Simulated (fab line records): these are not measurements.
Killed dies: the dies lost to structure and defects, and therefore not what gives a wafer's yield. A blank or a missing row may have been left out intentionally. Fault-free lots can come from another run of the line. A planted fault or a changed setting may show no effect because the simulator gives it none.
Which tool was responsible? :: flow gf180mcu :: Sampling: 15 lots, 45 wafers, 4 of 602 route steps

== WHAT THE GAUGES READ, wafer by wafer ==
GF_V1_THK_MEAS_01.
lot: L767
measured: day 17 17:04
on: film-metro-03
V1_CVD_00_THK (nm): 607 604 612

lot: L768
measured: day 18 08:23
on: film-metro-04
V1_CVD_00_THK (nm): 606 603 598

lot: L769
measured: day 19 01:08
on: film-metro-02
V1_CVD_00_THK (nm): 598 603 604

lot: L770
measured: day 19 11:05
on: film-metro-03
V1_CVD_00_THK (nm): 588 603 595

lot: L771
measured: day 20 02:12
on: film-metro-03
V1_CVD_00_THK (nm): 607 598 598

lot: L772
measured: day 20 11:36
on: film-metro-03
V1_CVD_00_THK (nm): 601 602 602

lot: L774
measured: day 20 19:12
on: film-metro-03
V1_CVD_00_THK (nm): 594 594 596

lot: L777
measured: day 21 22:21
on: film-metro-02
V1_CVD_00_THK (nm): 608 598 600

lot: L778
measured: day 22 00:02
on: film-metro-03
V1_CVD_00_THK (nm): 598 603 605

lot: L779
measured: day 22 10:16
on: film-metro-02
V1_CVD_00_THK (nm): 602 605 602

lot: L780
measured: day 22 19:54
on: film-metro-02
V1_CVD_00_THK (nm): 598 612 608

lot: L781
measured: day 23 15:02
on: film-metro-03
V1_CVD_00_THK (nm): 598 587 594

lot: L782
measured: day 23 13:49
on: film-metro-04
V1_CVD_00_THK (nm): 608 608 606

lot: L788
measured: day 25 17:23
on: film-metro-03
V1_CVD_00_THK (nm): 603 605 601

lot: L789
measured: day 25 15:16
on: film-metro-04
V1_CVD_00_THK (nm): 600 597 594

GF_V1_THK_MEAS_25: measures by xrf.
lot: L767
measured: day 18 18:44
on: film-metro-02
V1_W_THK (nm): 353 356 357

lot: L768
measured: day 19 10:38
on: film-metro-03
V1_W_THK (nm): 356 354 355

lot: L769
measured: day 20 04:04
on: film-metro-02
V1_W_THK (nm): 377 360 359

lot: L770
measured: day 20 13:41
on: film-metro-02
V1_W_THK (nm): 357 358 360

lot: L771
measured: day 21 04:40
on: film-metro-02
V1_W_THK (nm): 362 382 362

lot: L772
measured: day 21 14:22
on: film-metro-04
V1_W_THK (nm): 346 347 344

lot: L774
measured: day 21 22:19
on: film-metro-04
V1_W_THK (nm): 353 352 356

lot: L777
measured: day 22 23:15
on: film-metro-03
V1_W_THK (nm): 355 353 353

lot: L778
measured: day 23 01:09
on: film-metro-02
V1_W_THK (nm): 366 368 366

lot: L779
measured: day 23 11:28
on: film-metro-02
V1_W_THK (nm): 357 357 353

lot: L780
measured: day 23 21:07
on: film-metro-03
V1_W_THK (nm): 355 377 373

lot: L781
measured: day 24 15:10
on: film-metro-04
V1_W_THK (nm): 369 369 354

lot: L782
measured: day 24 14:13
on: film-metro-04
V1_W_THK (nm): 364 355 358

lot: L788
measured: day 26 17:01
on: film-metro-03
V1_W_THK (nm): 363 362 367

lot: L789
measured: day 26 14:20
on: film-metro-02
V1_W_THK (nm): 364 363 370

== WHAT TOOL EACH LOT RAN ON (gives the tool, then ch and the chambers of the sampled wafers, and finally the start) ==
lot: L767
GF_STI_STRIP_15: plasma-asher-01 ch 0,1, day 2 06:35
GF_DNWELL_PEB_05: litho-track-03 ch 0, day 2 22:00

lot: L768
GF_STI_STRIP_15: plasma-asher-01 ch 0,1, day 2 13:49
GF_DNWELL_PEB_05: litho-track-01 ch 0, day 3 08:00

lot: L769
GF_STI_STRIP_15: plasma-asher-01 ch 0, day 2 17:03
GF_DNWELL_PEB_05: litho-track-01 ch 0, day 3 15:00

lot: L770
GF_STI_STRIP_15: plasma-asher-01 ch 0,1, day 2 21:23
GF_DNWELL_PEB_05: litho-track-02 ch 0, day 3 21:00

lot: L771
GF_STI_STRIP_15: plasma-asher-03 ch 0,1, day 3 03:03
GF_DNWELL_PEB_05: litho-track-02 ch 0, day 4 05:00

lot: L772
GF_STI_STRIP_15: plasma-asher-01 ch 0,1, day 3 09:51
GF_DNWELL_PEB_05: litho-track-02 ch 0, day 4 10:00

lot: L774
GF_STI_STRIP_15: plasma-asher-01 ch 0,1, day 3 21:42
GF_DNWELL_PEB_05: litho-track-03 ch 0, day 4 15:00

lot: L777
GF_STI_STRIP_15: plasma-asher-02 ch 0,1, day 4 13:35
GF_DNWELL_PEB_05: litho-track-01 ch 0, day 5 08:00

lot: L778
GF_STI_STRIP_15: plasma-asher-03 ch 0,1, day 4 15:45
GF_DNWELL_PEB_05: litho-track-02 ch 0, day 5 11:00

lot: L779
GF_STI_STRIP_15: plasma-asher-03 ch 0,1, day 4 21:32
GF_DNWELL_PEB_05: litho-track-02 ch 0, day 5 15:00

lot: L780
GF_STI_STRIP_15: plasma-asher-02 ch 0,1, day 5 02:42
GF_DNWELL_PEB_05: litho-track-02, day 5 22:00

lot: L781
GF_STI_STRIP_15: plasma-asher-03 ch 0,1, day 5 08:29
GF_DNWELL_PEB_05: litho-track-02, day 6 03:00

lot: L782
GF_STI_STRIP_15: plasma-asher-02 ch 0,1, day 5 13:24
GF_DNWELL_PEB_05: litho-track-03, day 6 09:00

lot: L788
GF_STI_STRIP_15: plasma-asher-02 ch 0,1, day 6 20:53
GF_DNWELL_PEB_05: litho-track-02 ch 0, day 7 17:00

lot: L789
GF_STI_STRIP_15: plasma-asher-02 ch 0,1, day 7 00:47
GF_DNWELL_PEB_05: litho-track-01 ch 0, day 7 21:00
- GF_STI_STRIP_15: strips in O2/N2.
- GF_DNWELL_PEB_05

== AS READ BY THE TOOLS THEMSELVES (means over the sampled wafers that have a number; for cases with no such wafer, the mark the record gives instead) ==
GF_STI_STRIP_15.
lot: L767
tool: plasma-asher-01
drypump-motor-current-A (A): 5.0
heater-power-w (W): 303
oes-product-au (a.u.): 0.389
strip-time-to-endpoint-s (s): 3.72

lot: L768
tool: plasma-asher-01
drypump-motor-current-A (A): 5.2
heater-power-w (W): 292
oes-product-au (a.u.): 0.382
strip-time-to-endpoint-s (s): 3.66

lot: L769
tool: plasma-asher-01
drypump-motor-current-A (A): 4.8
heater-power-w (W): 315
oes-product-au (a.u.): 0.383
strip-time-to-endpoint-s (s): 3.68

lot: L770
tool: plasma-asher-01
drypump-motor-current-A (A): 5.2
heater-power-w (W): 292
oes-product-au (a.u.): 0.385
strip-time-to-endpoint-s (s): 3.76

lot: L771
tool: plasma-asher-03
drypump-motor-current-A (A): 5.4
heater-power-w (W): 297
oes-product-au (a.u.): 0.388
strip-time-to-endpoint-s (s): 3.70

lot: L772
tool: plasma-asher-01
drypump-motor-current-A (A): 5.2
heater-power-w (W): 289
oes-product-au (a.u.): 0.385
strip-time-to-endpoint-s (s): 3.75

lot: L774
tool: plasma-asher-01
drypump-motor-current-A (A): 5.2
heater-power-w (W): 290
oes-product-au (a.u.): 0.383
strip-time-to-endpoint-s (s): 3.76

lot: L777
tool: plasma-asher-02
drypump-motor-current-A (A): 5.9
heater-power-w (W): 333
oes-product-au (a.u.): 0.387
strip-time-to-endpoint-s (s): 3.78

lot: L778
tool: plasma-asher-03
drypump-motor-current-A (A): 5.4
heater-power-w (W): 305
oes-product-au (a.u.): 0.382
strip-time-to-endpoint-s (s): 3.71

lot: L779
tool: plasma-asher-03
drypump-motor-current-A (A): 5.4
heater-power-w (W): 302
oes-product-au (a.u.): 0.383
strip-time-to-endpoint-s (s): 3.76

lot: L780
tool: plasma-asher-02
drypump-motor-current-A (A): 5.9
heater-power-w (W): 327
oes-product-au (a.u.): 0.386
strip-time-to-endpoint-s (s): 3.76

lot: L781
tool: plasma-asher-03
drypump-motor-current-A (A): 5.4
heater-power-w (W): 297
oes-product-au (a.u.): 0.383
strip-time-to-endpoint-s (s): 3.75

lot: L782
tool: plasma-asher-02
drypump-motor-current-A (A): 6.2
heater-power-w (W): 333
oes-product-au (a.u.): 0.386
strip-time-to-endpoint-s (s): 3.76

lot: L788
tool: plasma-asher-02
drypump-motor-current-A (A): 5.9
heater-power-w (W): 333
oes-product-au (a.u.): 0.382
strip-time-to-endpoint-s (s): 3.74

lot: L789
tool: plasma-asher-02
drypump-motor-current-A (A): 5.9
heater-power-w (W): 332
oes-product-au (a.u.): 0.381
strip-time-to-endpoint-s (s): 3.73

GF_DNWELL_PEB_05.
lot: L767
tool: litho-track-03
chill-plate-temp-C (C): 22.91
exhaust-pa (Pa): 45.6
plate-temp-C (C): 114.93

lot: L768
tool: litho-track-01
chill-plate-temp-C (C): 22.91
exhaust-pa (Pa): 44.8
plate-temp-C (C): 114.99

lot: L769
tool: litho-track-01
chill-plate-temp-C (C): 23.02
exhaust-pa (Pa): 44.8
plate-temp-C (C): 115.05

lot: L770
tool: litho-track-02
chill-plate-temp-C (C): 22.96
exhaust-pa (Pa): 45.4
plate-temp-C (C): 114.86

lot: L771
tool: litho-track-02
chill-plate-temp-C (C): 23.10
exhaust-pa (Pa): 45.8
plate-temp-C (C): 115.03

lot: L772
tool: litho-track-02
chill-plate-temp-C (C): 23.09
exhaust-pa (Pa): 44.8
plate-temp-C (C): 114.91

lot: L774
tool: litho-track-03
chill-plate-temp-C (C): 22.80
exhaust-pa (Pa): 45.3
plate-temp-C (C): 115.07

lot: L777
tool: litho-track-01
chill-plate-temp-C (C): 23.00
exhaust-pa (Pa): 45.0
plate-temp-C (C): 115.01

lot: L778
tool: litho-track-02
chill-plate-temp-C (C): 22.99
exhaust-pa (Pa): 44.3
plate-temp-C (C): 114.99

lot: L779
tool: litho-track-02
chill-plate-temp-C (C): 22.93
exhaust-pa (Pa): 45.2
plate-temp-C (C): 114.93

lot: L780
tool: litho-track-02
chill-plate-temp-C (C): -
exhaust-pa (Pa): -
plate-temp-C (C): -

lot: L781
tool: litho-track-02
chill-plate-temp-C (C): -
exhaust-pa (Pa): -
plate-temp-C (C): -

lot: L782
tool: litho-track-03
chill-plate-temp-C (C): -
exhaust-pa (Pa): -
plate-temp-C (C): -

lot: L788
tool: litho-track-02
chill-plate-temp-C (C): 22.96
exhaust-pa (Pa): 44.4
plate-temp-C (C): 115.02

lot: L789
tool: litho-track-01
chill-plate-temp-C (C): 22.98
exhaust-pa (Pa): 45.7
plate-temp-C (C): 115.03

== THE ANSWER, worked out from the rows above alone ==
Rule: the usual values come from the lots themselves. The widest of any qualifying gaps counts: lots, ordered by their means at a reading, are off when they make up no more than a third of the lots, leave a main group of 4 or more, and stand apart from it by 3 or more times the standard deviation of that group's means. A main group whose means are all the same, to the digits that the tables above print for the reading, isn't used. A lot without any number at a reading at which 4 lots or more have one is off too. All remaining lots with rows at the step are treated as sound. Order of review: gauges by route order, followed by the tools' own readings, for which a lot's mean as printed above is used. At the first step where some lot is off, the reading lying furthest off is the one used; lots without a number count as furthest.
Off: L780, L781, L782, at GF_DNWELL_PEB_05 (chill-plate-temp-C). Without a number there: L780, L781, L782. Main group: mean 22.97 C, sd 0.078.
If a tool, at that step or one of the process steps before it, ran each lot that is off and ran no sound lot following the first of them, it fits. Of those tried, none fits.

== WHAT HAD BEEN PUT IN BY THE SIMULATOR ==
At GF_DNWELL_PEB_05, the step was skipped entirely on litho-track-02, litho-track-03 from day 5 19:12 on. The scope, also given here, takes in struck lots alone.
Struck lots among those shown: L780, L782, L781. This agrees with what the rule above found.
